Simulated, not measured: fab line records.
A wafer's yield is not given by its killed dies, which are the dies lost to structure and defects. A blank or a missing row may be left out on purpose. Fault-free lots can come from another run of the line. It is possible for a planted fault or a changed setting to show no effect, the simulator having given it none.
Split-lot trial -- flow sky130 -- on a route of 708 steps: 5 lots, 23 wafers read

## SPLIT DETAILS
At SKY_SONOS_TUNNEL_IMPLANT_09, the setting energy_kev was moved away from the recipe's 20 on 8 of the 23 wafers read, by -5.4% to +3.9%. The other wafers ran this setting at the recipe's value.

The reading comes from the split's own step.

## THE READING
implant.drp_nm (the simulator's own value, which no gauge read), in nm, at SKY_SONOS_TUNNEL_IMPLANT_09. The file gives no usual value for it.

wafer,"tool, chamber at the split",energy_kev as run,against the recipe,"implant.drp_nm, nm",against lot-mates on the recipe
L074.1,"implanter-01, 0",20,recipe,28.34,-
L074.3,"implanter-01, 0",20,recipe,28.34,-
L074.5,"implanter-01, 0",20,recipe,28.34,-
L074.2,"implanter-01, 0",18.92,-5.4%,27.25,-1.09
L074.6,"implanter-01, 0",18.92,-5.4%,27.25,-1.09
L075.1,"implanter-02, 0",20,recipe,28.34,-
L075.3,"implanter-02, 0",20,recipe,28.34,-
L075.4,"implanter-02, 0",20,recipe,28.34,-
L075.5,"implanter-02, 0",20,recipe,28.34,-
L075.6,"implanter-02, 0",20,recipe,28.34,-
L076.1,"implanter-02, 0",20,recipe,28.34,-
L076.2,"implanter-02, 0",20,recipe,28.34,-
L076.5,"implanter-02, 0",20,recipe,28.34,-
L083.1,"implanter-02, 0",20.78,+3.9%,29.19,+0.85
L083.3,"implanter-02, 0",20.78,+3.9%,29.19,+0.85
L083.4,"implanter-02, 0",20.78,+3.9%,29.19,+0.85
L083.2,"implanter-02, 0",20,recipe,28.34,-
L083.5,"implanter-02, 0",20,recipe,28.34,-
L085.1,"implanter-02, 0",19.05,-4.7%,27.39,-0.95
L085.3,"implanter-02, 0",19.05,-4.7%,27.39,-0.95
L085.4,"implanter-02, 0",19.05,-4.7%,27.39,-0.95
L085.2,"implanter-02, 0",20,recipe,28.34,-
L085.6,"implanter-02, 0",20,recipe,28.34,-

THE FIT
A straight line over all 23 wafers: implant.drp_nm changes by +0.206 nm for each +1% of energy_kev; r = +1.00; the points scatter about the line by 0.018 nm.
The same after taking each lot's own level away (the mean of its wafers on the recipe; 23 wafers): +0.206 nm for each +1%; r = +1.00; scatter 0.018 nm.
That fit puts the effect of the largest move of energy_kev on the reading at 1.1 nm.
The lots' own levels span 28.340 to 28.340 nm.
So the lot-to-lot level changes the slope little: the two slopes agree.
Check: with one of the wafers moved furthest among these (-5.4%) left out of the fit, the line predicts -1.11 nm for it against its lot-mates. It came out at -1.09 nm against them.

## THE OTHER SPLITS THESE WAFERS WENT THROUGH
These wafers also went through other splits before the reading. Each is held against what the fit with the lots' levels taken away leaves over:
other split on the same wafers,wafers away from the commonest value,r with implant.drp_nm (lot level and that fit taken away)
SKY_VT_ADJUST_HVTR_COAT_02 spin_rpm,10,+0.16
SKY_VT_ADJUST_HVTR_IMPLANT_09 energy_kev,8,+0.36
SKY_SONOS_TUNNEL_SOFTBAKE_03 temp_c,8,-0.15

## THE WHOLE CHAIN: every reading that the file lists as answering this split, in the file's order
step,what it does,reading,change (the file's fit),r (the file's)
SKY_SONOS_TUNNEL_IMPLANT_09,,"implant.rp_nm (the simulator's own value, which no gauge read)",+0.653 nm for each +1% of the setting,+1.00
SKY_SONOS_TUNNEL_IMPLANT_09,,"implant.drp_nm (the simulator's own value, which no gauge read)",+0.205 nm for each +1% of the setting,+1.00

## THE FILE'S OWN FIT
implant.drp_nm changes by +0.205 nm for each +1% of energy_kev, r = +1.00.
